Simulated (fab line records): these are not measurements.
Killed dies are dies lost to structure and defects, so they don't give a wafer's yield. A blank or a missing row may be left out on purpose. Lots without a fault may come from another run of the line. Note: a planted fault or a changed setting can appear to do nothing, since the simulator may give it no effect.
Which tool did it?	flow sky130	9 lots with 27 wafers sampled at 5 steps, on a route of 708 steps

WHAT THE GAUGES READ, wafer by wafer
SKY_POLY_GATE_THK_MEAS_21. Usual: for POLY_GATE_OXIDATION_THK the level is 4.03 nm and the standard deviation is 0.085.
lot	measured	on	POLY_GATE_OXIDATION_THK (nm)	flag
L421	day 16 09:20	film metro-03	4.01 3.97 4.06	
L422	day 16 19:14	film metro-03	4.00 4.05 4.03	
L423	day 17 06:13	film metro-03	4.12 4.11 4.08	
L424	day 17 16:28	film metro-04	4.07 4.06 4.12	
L431	day 20 06:25	film metro-01	4.20 4.21 4.06	
L440	day 23 16:13	film metro-01	4.13 4.16 4.15	
L441	day 23 20:21	film metro-04	4.10 4.08 4.04	
L443	day 25 05:07	film metro-04	3.85 3.94 3.86	
L444	day 25 06:40	film metro-01	3.96 4.05 4.00	

SKY_SPACER_THK_MEAS_01. Usual: for SPACER_CVD_00_THK the level is 42.6 nm and the standard deviation is 0.44.
lot	measured	on	SPACER_CVD_00_THK (nm)	flag
L421	day 22 20:07	film metro-03	42.2 42.9 42.2	
L422	day 23 04:08	film metro-02	42.3 42.3 42.2	
L423	day 23 14:50	film metro-02	42.2 42.7 42.7	
L424	day 24 02:57	film metro-02	42.2 42.2 42.2	
L431	day 26 17:22	film metro-03	31.6 31.6 31.8	OFF
L440	day 29 20:13	film metro-04	42.8 42.6 42.8	
L441	day 29 23:50	film metro-02	43.1 43.1 43.0	
L443	day 31 10:07	film metro-02	42.3 41.7 42.0	
L444	day 31 10:08	film metro-03	42.0 42.7 42.1	

EACH LOT AND THE TOOL THAT RAN IT (in order: tool; ch and the chambers of the sampled wafers; start)
lot	SKY_LDD_HVP_STRIP_09	SKY_LDD_LDN_STRIP_12	SKY_SPACER_CVD_00
L421	plasma asher-03 ch 0,1, day 21 11:49	plasma asher-01 ch 0,1, day 22 18:43	lpcvd-02 ch 1, day 22 18:55
L422	plasma asher-03 ch 0,1, day 21 20:37	plasma asher-03 ch 0,1, day 23 02:43	lpcvd-02 ch 0, day 23 02:56
L423	plasma asher-03 ch 0,1, day 22 07:37	plasma asher-04 ch 0,1, day 23 13:25	lpcvd-02 ch 1, day 23 13:37
L424	plasma asher-03 ch 1, day 22 18:21	plasma asher-01 ch 0,1, day 24 00:34	lpcvd-02 ch 1, day 24 01:44
L431	plasma asher-01 ch 0,1, day 25 07:55	plasma asher-01 ch 1, day 26 13:49	lpcvd-02 ch 1, day 26 15:33
L440	plasma asher-02 ch 0,1, day 28 13:30	plasma asher-04 ch 0,1, day 29 18:49	lpcvd-02 ch 0, day 29 19:01
L441	plasma asher-02 ch 0,1, day 28 17:42	plasma asher-04 ch 0,1, day 29 22:19	lpcvd-02 ch 0, day 29 22:38
L443	plasma asher-01 ch 0,1, day 30 02:31	plasma asher-03 ch 0,1, day 31 06:58	lpcvd-02 ch 1, day 31 08:55
L444	plasma asher-03 ch 0,1, day 30 02:50	plasma asher-01 ch 0,1, day 31 07:03	lpcvd-02 ch 1, day 31 08:55
- SKY_LDD_HVP_STRIP_09: strips in O2/N2.
- SKY_LDD_LDN_STRIP_12: strips in O2/N2.
- SKY_SPACER_CVD_00: deposits Si3N4 from DCS/NH3, target thk 43.1 nm, time 740 s.

AS READ BY THE TOOLS THEMSELVES (means over the sampled wafers that have a number; for cases with no such wafer, the mark the record gives instead)
SKY_LDD_HVP_STRIP_09. Usual: chamber pressure mTorr 1500.1 mTorr, standard deviation 1.4; drypump motor current A 5.7 A, standard deviation 0.49; n2 flow sccm 300.1 sccm, standard deviation 0.98; oes product au 0.408 a.u., standard deviation 0.0048; strip time to endpoint s 4.135 s, standard deviation 0.016.
lot	tool	chamber pressure mTorr (mTorr)	drypump motor current A (A)	n2 flow sccm (sccm)	oes product au (a.u.)	strip time to endpoint s (s)	flag
L421	plasma asher-03	1500.9	6.1	301.3	0.402	4.149	
L422	plasma asher-03	1498.3	6.3	299.2	0.408	4.125	
L423	plasma asher-03	1500.3	6.1	300.1	0.407	4.120	
L424	plasma asher-03	1500.9	6.5	300.9	0.410	4.127	
L431	plasma asher-01	1499.3	5.1	299.9	0.410	4.139	
L440	plasma asher-02	1499.9	5.7	299.0	0.406	4.144	
L441	plasma asher-02	1501.5	5.6	300.3	0.408	4.136	
L443	plasma asher-01	1498.4	5.2	300.3	0.408	4.150	
L444	plasma asher-03	1499.7	6.3	300.0	0.409	4.146	

SKY_LDD_LDN_STRIP_12. Usual: chamber pressure mTorr 1500.1 mTorr, standard deviation 1.3; drypump motor current A 5.9 A, standard deviation 0.47; n2 flow sccm 300.1 sccm, standard deviation 0.91; oes product au 0.715 a.u., standard deviation 0.0045; strip time to endpoint s 14.19 s, standard deviation 0.045.
lot	tool	chamber pressure mTorr (mTorr)	drypump motor current A (A)	n2 flow sccm (sccm)	oes product au (a.u.)	strip time to endpoint s (s)	flag
L421	plasma asher-01	1499.7	5.2	300.7	0.714	14.14	
L422	plasma asher-03	1500.9	6.1	300.8	0.718	14.21	
L423	plasma asher-04	1501.3	6.0	299.7	0.716	14.17	
L424	plasma asher-01	1499.6	5.2	299.2	0.713	14.12	
L431	plasma asher-01	1500.6	5.2	299.8	0.717	14.21	
L440	plasma asher-04	1500.2	6.1	299.9	0.720	14.22	
L441	plasma asher-04	1500.9	6.1	300.4	0.718	14.24	
L443	plasma asher-03	1499.9	6.3	299.9	0.719	14.15	
L444	plasma asher-01	1498.9	5.2	300.7	0.713	14.17	

SKY_SPACER_CVD_00. Usual: value, then standard deviation, for each; spike tc bottom C 791.0 C / 2.3; spike tc centre C 770.1 C / 1.1; spike tc lower C 770.5 C / 1.4; spike tc top C 784.5 C / 1.1; spike tc upper C 770.4 C / 1; susceptor temp C 770.0 C / 0.37; zone power centre pct 14.06 % / 0.14.
lot	tool	spike tc bottom C (C)	spike tc centre C (C)	spike tc lower C (C)	spike tc top C (C)	spike tc upper C (C)	susceptor temp C (C)	zone power centre pct (%)	flag
L421	lpcvd-02	788.7	771.1	771.0	785.5	769.6	769.9	14.14	
L422	lpcvd-02	793.9	770.1	771.6	785.0	770.6	770.2	14.08	
L423	lpcvd-02	788.1	770.2	769.7	783.4	769.4	769.7	14.06	
L424	lpcvd-02	788.3	769.8	769.6	783.8	771.4	770.0	14.07	
L431	lpcvd-02	773.1	754.2	754.7	769.3	755.2	753.6	13.61	OFF
L440	lpcvd-02	792.7	769.3	771.5	785.2	770.8	770.2	13.94	
L441	lpcvd-02	795.1	769.6	772.0	785.2	770.2	769.9	14.07	
L443	lpcvd-02	789.1	770.4	769.2	785.1	769.5	769.9	14.05	
L444	lpcvd-02	789.3	770.9	769.9	784.1	769.8	769.8	14.08	

THE ANSWER, worked out from the rows above alone
Rule: take the mean of a lot's wafers that have a number; if it is more than 3 standard deviations from the usual mean, the lot is off. A lot without any number at a reading at which 4 lots or more have one is off too. Where the step has rows for the other lots, those lots are counted as sound. After the gauges, taken in route order, come the tools' own readings; for these a lot's mean is taken, as printed above. The first step at which some lot is off is used, and at that step the reading that is off furthest; a lot without a number counts as furthest.
Off: L431, at SKY_SPACER_THK_MEAS_01 (SPACER_CVD_00_THK).
If a tool, at a process step before that reading, ran all the lots that are off and no sound lot after the first of them, it fits. Not tried: the gauges at SKY_SPACER_THK_MEAS_01; whatever is off there is also off at SKY_SPACER_CVD_00, on other tools, and gauge error can't account for it. Not one of the candidates tried fits.

WHAT THE SIMULATOR HAD PUT IN
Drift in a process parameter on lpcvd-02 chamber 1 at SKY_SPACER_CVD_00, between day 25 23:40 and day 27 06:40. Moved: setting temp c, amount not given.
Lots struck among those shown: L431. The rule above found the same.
